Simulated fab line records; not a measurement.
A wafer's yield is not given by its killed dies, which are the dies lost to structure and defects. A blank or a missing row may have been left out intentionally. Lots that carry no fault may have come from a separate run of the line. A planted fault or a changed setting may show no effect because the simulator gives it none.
Code-filled problem report in 8D (eight disciplines) form || flow gf180mcu || the parts of the form that need people (team, actions taken, sign-off) are left out

1. PROBLEM STATEMENT
At GF_M5_METAL_ETCH_10, runLengthS averages 145.8 s over 2 wafers from 2 lots, while fault-free wafers read 132.9 s, standard deviation 0.37. That is +35 standard deviations from the usual mean.
The step: etches the open film in Cl2/BCl3, stops on SiO2, target depth 627.5 nm, time 104.6 s.
First observed at day 30 21:25: wafer L912.6, on rieMetal-04. The record has a number at this step for 33 wafers belonging to 11 lots. Rule for "out" (also "out of limits"): further than 4 standard deviations from the usual mean. The other wafers with a number count as sound.

2. WHAT IT IS AND WHAT IT IS NOT
{"question": "which readings at this step", "is": "runLengthS, oesProductAu, throttleValvePct", "is not": "drypumpMotorCurrentA"}
{"question": "which lots", "is": "L912, L914", "is not": "L899, L900, L902, L903, L904, L907, L915, L919, L920"}
{"question": "which wafers of those lots", "is": "L912.6, L914.3", "is not": "L912.2, L912.5, L914.1, L914.4"}
{"question": "read on which tools", "is": "rieMetal-04", "is not": "rieMetal-01, rieMetal-02"}
{"question": "when", "is": "from day 30 21:25", "is not": "up to then (20 sound wafers); but 11 sound wafers of L914, L915, L919, L920 came after"}

3. THE SUSPECTS, EACH WITH WHAT RULES IT OUT
Counting: if a tool at a process step up to the reading ran every lot that is out, it stays a suspect. Sound lots after the first of them don't rule it out here, since some wafers of a struck lot are sound.
- pvdSputter-01 at GF_MIM_SPUTTER_02 (material AlCu, target thk 450 nm, time 23.9 s): kept. Every lot that is out went through it, the first being L912 (day 29 07:35); the last sound lot it ran before that was L902 (day 26 02:01).
- pvdSputter-01 at GF_MIM_SPUTTER_03 (material Ti, target thk 10 nm, time 6.7 s): kept. Every lot that is out went through it, the first being L912 (day 29 07:37); the last sound lot it ran before that was L902 (day 26 02:03).
- rieMetal-04 at GF_M5_METAL_ETCH_10 (etches the open film in Cl2/BCl3, stops on SiO2, target depth 627.5 nm, time 104.6 s): kept. Every lot that is out went through it, the first being L912 (day 30 21:25); the last sound lot it ran before that was L899 (day 27 04:25). Out on those wafers are its own readings of oesProductAu, runLengthS, throttleValvePct.
- At GF_M5_METAL_ETCH_10 on rieMetal-04, chamber 1 took the sound wafers of the same lots and chamber 0 took the wafers that are out.
Left after counting: pvdSputter-01 at GF_MIM_SPUTTER_02, pvdSputter-01 at GF_MIM_SPUTTER_03, rieMetal-04 at GF_M5_METAL_ETCH_10.

4. THE CAUSE (what the simulator had put in)
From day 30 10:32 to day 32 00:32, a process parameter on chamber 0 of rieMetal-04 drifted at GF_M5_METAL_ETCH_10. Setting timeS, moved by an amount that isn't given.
3 suspects survive the count, and this tool is in that group.

5. SEQUENCE OF EFFECTS, ordered by route
Each row: a reading whose mean over the struck wafers that have a number lies more than 3 standard deviations from the usual. Readings are gone through only where the record gives a usual standard deviation; hours: the median, over the lots, of the time from a lot's start at the first step in this table giving one to that lot's start at this step; sigmas: the change measured in usual standard deviations.
{"hours": 0, "step": "GF_M5_METAL_ETCH_10", "reading": "oesProductAu", "usual": "0.974 a.u.", "on struck wafers": 0.913, "change": -0.061, "sigmas": -11}
{"hours": 0, "step": "GF_M5_METAL_ETCH_10", "reading": "runLengthS", "usual": "132.9 s", "on struck wafers": 145.8, "change": "+12.9", "sigmas": "+35"}
{"hours": 0, "step": "GF_M5_METAL_ETCH_10", "reading": "throttleValvePct", "usual": "28.248 %", "on struck wafers": 28.310, "change": "+0.062", "sigmas": "+6.6"}
{"hours": 0, "step": "GF_M5_STRIP_11", "reading": "stripTimeToEndpointS", "usual": "7.52 s", "on struck wafers": 7.17, "change": -0.35, "sigmas": -7.8}
Here are the process steps it includes:
- GF_M5_METAL_ETCH_10: etches the open film in Cl2/BCl3, stops on SiO2, target depth 627.5 nm, time 104.6 s.
- GF_M5_STRIP_11: strips in O2/N2.

6. HOW IT WOULD HAVE BEEN CAUGHT EARLIER
11 hours passed between the start of the fault at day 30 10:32 and the first reading out of limits in this record, taken at day 30 21:25.
